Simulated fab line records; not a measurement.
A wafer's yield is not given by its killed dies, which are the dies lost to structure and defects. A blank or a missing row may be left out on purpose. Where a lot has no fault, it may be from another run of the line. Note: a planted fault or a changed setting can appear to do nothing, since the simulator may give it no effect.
Chamber matching || flow gf180mcu || GF_V4_CMP_04 on cmp-01: 4 sister chambers
The step polishes SiO2. 4 wafers are shown with their chamber, then 12 later ones without.

## WAFERS PAIRED WITH THEIR CHAMBERS
{"wafer": "L089.3", "chamber": 0, "motorCurrentA (A)": 10.8}
{"wafer": "L090.3", "chamber": 1, "motorCurrentA (A)": 11.7}
{"wafer": "L091.4", "chamber": 2, "motorCurrentA (A)": 10.8}
{"wafer": "L091.5", "chamber": 3, "motorCurrentA (A)": 12.7}

## WAFERS WITHOUT THEIR CHAMBER
{"wafer": "L093.1", "motorCurrentA (A)": 11.3}
{"wafer": "L093.3", "motorCurrentA (A)": 11.8}
{"wafer": "L093.4", "motorCurrentA (A)": 12.8}
{"wafer": "L095.1", "motorCurrentA (A)": 12.1}
{"wafer": "L095.4", "motorCurrentA (A)": 11.1}
{"wafer": "L095.6", "motorCurrentA (A)": 11.0}
{"wafer": "L096.2", "motorCurrentA (A)": 12.1}
{"wafer": "L096.4", "motorCurrentA (A)": 12.8}
{"wafer": "L096.5", "motorCurrentA (A)": 10.5}
{"wafer": "L097.2", "motorCurrentA (A)": 11.5}
{"wafer": "L097.4", "motorCurrentA (A)": 10.9}
{"wafer": "L097.5", "motorCurrentA (A)": 11.9}

## EACH ONE'S CHAMBER
{"wafer": "L093.1", "from the rows above": "can't be placed: 1 or 0 or 2", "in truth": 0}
{"wafer": "L093.3", "from the rows above": 1, "in truth": 1}
{"wafer": "L093.4", "from the rows above": 3, "in truth": 3}
{"wafer": "L095.1", "from the rows above": "can't be placed: 1 or 3", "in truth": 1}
{"wafer": "L095.4", "from the rows above": "can't be placed: 0 or 2 or 1", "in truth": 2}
{"wafer": "L095.6", "from the rows above": "can't be placed: 0 or 2 or 1", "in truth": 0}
{"wafer": "L096.2", "from the rows above": "can't be placed: 1 or 3", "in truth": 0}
{"wafer": "L096.4", "from the rows above": 3, "in truth": 3}
{"wafer": "L096.5", "from the rows above": "can't be placed: 0 or 2", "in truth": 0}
{"wafer": "L097.2", "from the rows above": "can't be placed: 1 or 0 or 2", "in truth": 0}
{"wafer": "L097.4", "from the rows above": "can't be placed: 0 or 2", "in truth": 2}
{"wafer": "L097.5", "from the rows above": 1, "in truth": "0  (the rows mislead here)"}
Correctly placed: 3 of 12. Can't be placed from these rows: 8 (the true chamber is among the candidates in 7). Number placed wrongly: 1.
How it was worked out, from the rows above alone: a wafer's distance from a chamber is the root of the sum, over the readings, of the square of ((its reading less the chamber's mean) divided by the reading's scatter). If the next closest chamber is less than 2 further off than the closest, the wafer can't be placed; otherwise it belongs to the closest. A chamber's mean is the mean of its shown wafers. The scatter: root of mean squared gap, hidden wafer to nearest shown wafer, with one shown wafer a chamber.
